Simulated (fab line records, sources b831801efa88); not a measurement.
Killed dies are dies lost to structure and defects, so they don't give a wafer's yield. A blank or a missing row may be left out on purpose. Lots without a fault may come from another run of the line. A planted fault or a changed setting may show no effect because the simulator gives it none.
A struck lot beside a sound one | flow sky130 | 24 steps out of a route of 708
Sound: wafers L789.2, L789.3, L789.4. Struck: wafer L800.4. (L800.1, L800.6 of the same lot were not struck and are left out.) The cause comes at the end.
At each step with rows: each side's tool, then ch and its chambers, then its first start. Under that, the readings that differ: sound wafers | struck wafers | difference of the means | sigmas: that difference in standard deviations of wafers without a fault.
alike: readings whose means differ by less than 2 such deviations, and words and numbers that are the same on both sides. not compared: withheld readings, readings that some wafer has no value for, bounds like >300 that may hide the same value, and numbers for which the record gives no deviation and whose values overlap.
The two part at a step that has a row with sigmas, a row that says differs or no value, or rows on one side only. Numbers that don't overlap but have no deviation are shown without sigmas and don't part them. A reading that every wafer of one side lacks parts them only if that side has two wafers or more.

SKY_VIA1_BOW_MEAS_03:
  sound on film_metro-01, day 34 12:20; struck on film_metro-02, day 38 00:57
  alike: VIA1_BOW
then, 8 steps without rows for these wafers: SKY_VIA1_DEHYDRATE_04 (time 60 s); SKY_VIA1_HMDS_05 (prime time 60 s); SKY_VIA1_COAT_06 (resist thk 60 nm); SKY_VIA1_COAT_07 (resist thk 450 nm); SKY_VIA1_SOFTBAKE_08 (time 90 s); SKY_VIA1_EXPOSE_09 (exposes mask VIM, target cd 150 nm); SKY_VIA1_PEB_10; SKY_VIA1_DEVELOP_11 (develop time 60 s).
SKY_VIA1_CD_MEAS_12: target cd 150 nm.
  sound on cd_sem-01, day 35 14:59; struck on cd_sem-02, day 39 02:44
  alike: cd_nm
SKY_VIA1_OVL_MEAS_13:
  sound on overlay-02, day 35 15:05; struck on overlay-01, day 39 02:52
  alike: VIA1_OVL
SKY_VIA1_ETCH_14: etches BARC in N2/H2, stops on SiO2, time 45.9 s, target depth 60 nm.
  sound on rie_diel-02 ch 1,2,3, day 35 15:07; struck on rie_diel-02 ch 2, day 39 02:54
  reading                | sound             | struck | difference | sigmas
  n2_flow_sccm (sccm)    | 100.2 100.0 100.0 | 99.4   | -0.7       | -2
  rf_hours_counter_h (h) | 19 7 11           | 22     | +10        |
  alike: drypump_motor_current_A, oes_product_au, throttle_valve_pct
SKY_VIA1_ETCH_15: etches SiO2 in C4F8/O2/Ar, stops on TiN, target depth 351 nm, time 54 s.
  sound on rie_diel-02 ch 1,2,3, day 35 15:10; struck on rie_diel-02 ch 2, day 39 02:56
  reading                                     | sound             | struck | difference | sigmas
  oes_product_au (a.u.)                       | 0.988 0.973 0.986 | 0.747  | -0.235     | -43
  rf_hours_counter_h (h)                      | 19 8 11           | 22     | +9         |
  model.etch.depth_nm (nm)                    | 345.9 345.7 346.7 | 204.6  | -141.5     |
  model.VIA1.feature_depth_nm (nm)            | 345.9 345.7 346.7 | 204.6  | -141.5     |
  model.KrF-thick_of_VIA1_COAT_07.thk_nm (nm) | 323.7 324.5 320.7 | 352.8  | +29.8      |
SKY_VIA1_STRIP_16: strips in O2/N2.
  sound on plasma_asher-04 ch 0,1, day 35 15:13; struck on plasma_asher-03 ch 0, day 39 02:59
  reading                      | sound             | struck | difference | sigmas
  strip_time_to_endpoint_s (s) | 4.473 4.467 4.448 | 4.767  | +0.304     | +15
  alike: drypump_motor_current_A, n2_flow_sccm, oes_product_au
  not compared: rf_hours_counter_h
then, 3 steps without rows for these wafers: SKY_VIA1_STRIP_17 (strips in post etch residue remover, time 1200 s); SKY_VIA1_CLEAN_18 (cleans in IPA, time 180 s); SKY_VIA1_CLEAN_19 (cleans in O3/DIW).
SKY_VIA1_SPUTTER_20: material TiN, target thk 20 nm, time 80 s.
  sound on pvd_sputter-02, day 35 15:48; struck on pvd_sputter-02, day 39 03:36
  alike: throttle_valve_pct
SKY_VIA1_CVD_21: deposits W, target thk 270 nm, time 80.902 s.
  sound on cvd_w-02 ch 0,1, day 35 15:52; struck on cvd_w-01 ch 1, day 39 03:40
  alike: heater_power_w
SKY_VIA1_CMP_24: polishes, stops on SiO2, t overpolish 15 s, target thk 0 nm.
  sound on cmp-02 ch 0,2,3, day 35 16:08; struck on cmp-02 ch 2, day 39 03:56
  alike: motor_current_A
SKY_METAL2_SPUTTER_00: material Ti, target thk 15 nm, time 10 s.
  the record has rows for the sound wafers here (pvd_sputter-04, day 35 16:26) and none for the struck ones
SKY_METAL2_SPUTTER_01: material TiN, target thk 20 nm, time 16.7 s.
  the record has rows for the sound wafers here (pvd_sputter-04, day 35 16:28) and none for the struck ones
SKY_METAL2_SPUTTER_02: material AlCu, target thk 250 nm, time 13.3 s.
  the record has rows for the sound wafers here (pvd_sputter-04, day 35 16:29) and none for the struck ones
-- the record jumps here: 11 days lie between the struck wafers' starts before and after (it left off in module METAL2 and takes up again in module PAD_OPEN, whose first step shown is number 708 of the route) --
SKY_PAD_OPEN_PROBE_99:
  sound on prober-01, day 47 10:48; struck on prober-01, day 50 01:59
  reading                                      | sound | struck | difference | sigmas
  model.etest.met1_comb.under_floor            | 0 0 0 | 1      | +1         |
  model.etest.diode_ndiff_fingers.under_floor  | 0 0 0 | 1      | +1         |
  model.etest.cap_ono.open                     | 0 0 0 | 1      | +1         |
  model.etest.cap_thin_oxide.open              | 0 0 0 | 1      | +1         |
  model.etest.diode_pdiff_nwell_hv.under_floor | 0 0 0 | 1      | +1         |
  model.etest.nfet_01v8_lvt.open               | 0 0 0 | 1      | +1         |
  model.etest.licon_to_gate.open               | 0 0 0 | 1      | +1         |
  model.etest.nfet_16v.under_floor             | 0 0 0 | 1      | +1         |

WHERE THEY PART
First at SKY_VIA1_ETCH_14; last, within this record, at SKY_METAL2_SPUTTER_02.

WHY: what the simulator had put in
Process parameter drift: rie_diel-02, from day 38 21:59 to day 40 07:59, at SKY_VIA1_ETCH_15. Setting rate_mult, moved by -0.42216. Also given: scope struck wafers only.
